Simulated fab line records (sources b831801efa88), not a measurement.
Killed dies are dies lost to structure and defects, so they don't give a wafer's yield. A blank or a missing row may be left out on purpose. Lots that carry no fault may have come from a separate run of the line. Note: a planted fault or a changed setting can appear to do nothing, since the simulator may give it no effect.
Struck lot and sound lot, side by side -- flow sky130 -- 44 out of 708 route steps
Sound: these wafers, L832.3, L832.4, L832.5. Wafers struck: L841.3, L841.4, L841.6. The cause is given at the end.
Per side, at each step with rows, come the tool, then ch with its chambers, and then its first start. Under that, the readings that differ: sound wafers -- struck wafers -- difference of the means -- sigmas: that difference in standard deviations of wafers without a fault.
alike: a reading whose means differ by less than 2 such deviations, as well as words and numbers matching on both sides. not compared: withheld readings; readings where some wafer has no value; bounds like >300 that might hide an equal value; numbers whose values overlap and for which the record gives no deviation.
A row with sigmas, a row that says differs or no value, or rows on one side alone: a step with any of these is where the two part. Numbers that have no deviation but don't overlap get no sigmas and don't part them. A reading that every wafer of one side lacks parts them only if that side has two wafers or more.

first, 2 steps without rows for these wafers: SKY_DNWELL_DEVELOP_06 (develop time 60 s); SKY_DNWELL_IMPLANT_07.
SKY_DNWELL_STRIP_08: strips in O2/N2.
  sound on plasma_asher-03 ch 0,1, day 4 07:12; struck on plasma_asher-02 ch 0,1, day 6 12:47
  alike: drypump_motor_current_A, oes_product_au, strip_time_to_endpoint_s
  not compared: rf_hours_counter_h
SKY_DNWELL_TW_MEAS_09:
  sound: film_metro-04 at day 4 07:17; struck: film_metro-03 at day 6 12:52
  alike: DNWELL_TW
then, 7 steps without rows for these wafers: SKY_PWDE_DEHYDRATE_00 (time 60 s); SKY_PWDE_HMDS_01 (prime time 60 s); SKY_PWDE_COAT_02 (resist thk 3000 nm); SKY_PWDE_SOFTBAKE_03; SKY_PWDE_EXPOSE_04 (exposes mask PWDEM, target cd 840 nm); SKY_PWDE_PEB_05; SKY_PWDE_DEVELOP_06 (develop time 60 s).
SKY_PWDE_OVL_MEAS_07:
  sound: overlay-01 at day 5 00:20; struck: overlay-02 at day 7 08:09
  alike: PWDE_OVL
SKY_PWDE_IMPLANT_08:
  sound on implanter-02 ch 0, day 5 00:25; struck on implanter-02 ch 0, day 7 08:13
reading,sound,struck,difference,sigmas
beam_energy_keV,149.92 150.01 149.98,116.17 116.16 116.13,-33.82,-99 or more
model.implant.rp_nm (nm),442.3 442.3 442.3,365.7 365.7 365.7,-76.6,
model.implant.drp_nm (nm),97.97 97.97 97.97,88.82 88.82 88.82,-9.15,
  alike: faraday_current_uA
SKY_PWDE_STRIP_09: strips in O2/N2.
  sound on plasma_asher-04 ch 0,1, day 5 00:32; struck on plasma_asher-02 ch 0,1, day 7 08:21
reading,sound,struck,difference,sigmas
drypump_motor_current_A (A),6.22 5.80 6.22,5.65 5.48 5.51,-0.53,-3
  alike: oes_product_au, strip_time_to_endpoint_s
  not compared: rf_hours_counter_h
SKY_PWDE_TW_MEAS_10:
  sound: film_metro-01 at day 5 00:38; struck: film_metro-04 at day 7 08:26
reading,sound,struck,difference,sigmas
PWDE_TW,378.3 377.9 378.5,367.8 368.7 366.2,-10.7,-5
then, 7 steps without rows for these wafers: SKY_NWELL_DEHYDRATE_03 (time 60 s); SKY_NWELL_HMDS_04 (prime time 60 s); SKY_NWELL_COAT_05 (resist thk 3000 nm); SKY_NWELL_SOFTBAKE_06; SKY_NWELL_EXPOSE_07 (exposes mask NWM, target cd 840 nm); SKY_NWELL_PEB_08; SKY_NWELL_DEVELOP_09 (develop time 60 s).
SKY_NWELL_OVL_MEAS_10:
  sound: overlay-01 at day 5 18:43; struck: overlay-02 at day 8 04:12
  alike: NWELL_00_OVL
then, 3 steps without rows for these wafers: SKY_NWELL_IMPLANT_11; SKY_NWELL_IMPLANT_12; SKY_NWELL_IMPLANT_13.
SKY_NWELL_STRIP_14: strips in O2/N2.
  sound on plasma_asher-04 ch 0,1, day 5 19:13; struck on plasma_asher-02 ch 0,1, day 8 04:42
  alike: drypump_motor_current_A, oes_product_au, strip_time_to_endpoint_s
  not compared: rf_hours_counter_h
SKY_NWELL_TW_MEAS_15:
  sound: film_metro-04 at day 5 19:19; struck: film_metro-01 at day 8 04:47
  alike: NWELL_TW
then, 7 steps without rows for these wafers: SKY_NWELL_DEHYDRATE_16 (time 60 s); SKY_NWELL_HMDS_17 (prime time 60 s); SKY_NWELL_COAT_18 (resist thk 3000 nm); SKY_NWELL_SOFTBAKE_19; SKY_NWELL_EXPOSE_20 (exposes mask NWM COMPLEMENT, target cd 840 nm); SKY_NWELL_PEB_21; SKY_NWELL_DEVELOP_22 (develop time 60 s).
SKY_NWELL_OVL_MEAS_23:
  sound: overlay-01 at day 6 13:54; struck: overlay-02 at day 9 01:10
  alike: NWELL_01_OVL
then, 1 step without rows for these wafers: SKY_NWELL_IMPLANT_24.
SKY_NWELL_STRIP_25: strips in O2/N2.
  sound on plasma_asher-02 ch 0,1, day 6 14:06; struck on plasma_asher-03 ch 0,1, day 9 01:23
  alike: drypump_motor_current_A, oes_product_au, strip_time_to_endpoint_s
  not compared: rf_hours_counter_h
SKY_NWELL_TW_MEAS_26:
  sound: film_metro-03 at day 6 14:11; struck: film_metro-04 at day 9 01:28
  alike: NWELL_2_TW
then, 1 step without rows for these wafers: SKY_NWELL_CLEAN_27 (cleans in SC1/SC2, time 150 s).
SKY_NWELL_RTA_28: time 30 s.
  sound on rtp_anneal-01 ch 0, day 6 14:33; struck on rtp_anneal-02 ch 0, day 9 01:35
  alike: lamp_power_pct, wafer_temp_C_max
SKY_NWELL_RS_MEAS_29: the measuring method here is four-point-probe.
  sound: film_metro-04 at day 6 14:40; struck: film_metro-01 at day 9 01:42
  alike: NWELL_RS
SKY_NWELL_RS_MEAS_31: the measuring method here is four-point-probe.
  sound: film_metro-04 at day 6 14:54; struck: film_metro-01 at day 9 01:56
reading,sound,struck,difference,sigmas
PWDE_RS (ohm/sq),5267 5264 5269,5365 5377 5381,+108,+5
-- the record jumps here: 40 days lie between the struck wafers' starts before and after (it left off in module NWELL and takes up again in module PAD_OPEN, whose first step shown is number 708 of the route) --
SKY_PAD_OPEN_PROBE_99:
  sound: prober-02 at day 47 10:02; struck: prober-01 at day 49 13:46
reading,sound,struck,difference,sigmas
model.etest.res_p_drift_20v.line_ohm_um,1.085e+04 1.038e+04 1.131e+04,2.559e+04 2.629e+04 2.37e+04,+1.435e+04,
model.etest.res_p_drift_20v.rs_ohm_sq,9203 8877 9474,2.118e+04 2.241e+04 2.009e+04,+1.204e+04,
  alike: killed_at_M0_to_M3, killed_at_M4_up, killed_at_contacts, killed_at_front_end, killed_at_other, killed_dies, killed_open, killed_short

== WHERE THEY PART ==
Earliest at SKY_PWDE_IMPLANT_08; latest, in this record, at SKY_NWELL_RS_MEAS_31. Later steps at which nothing parts them and some readings are alike: SKY_PAD_OPEN_PROBE_99.

WHY: what the simulator had put in
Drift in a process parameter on implanter-02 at SKY_PWDE_IMPLANT_08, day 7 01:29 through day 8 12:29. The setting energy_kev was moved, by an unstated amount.
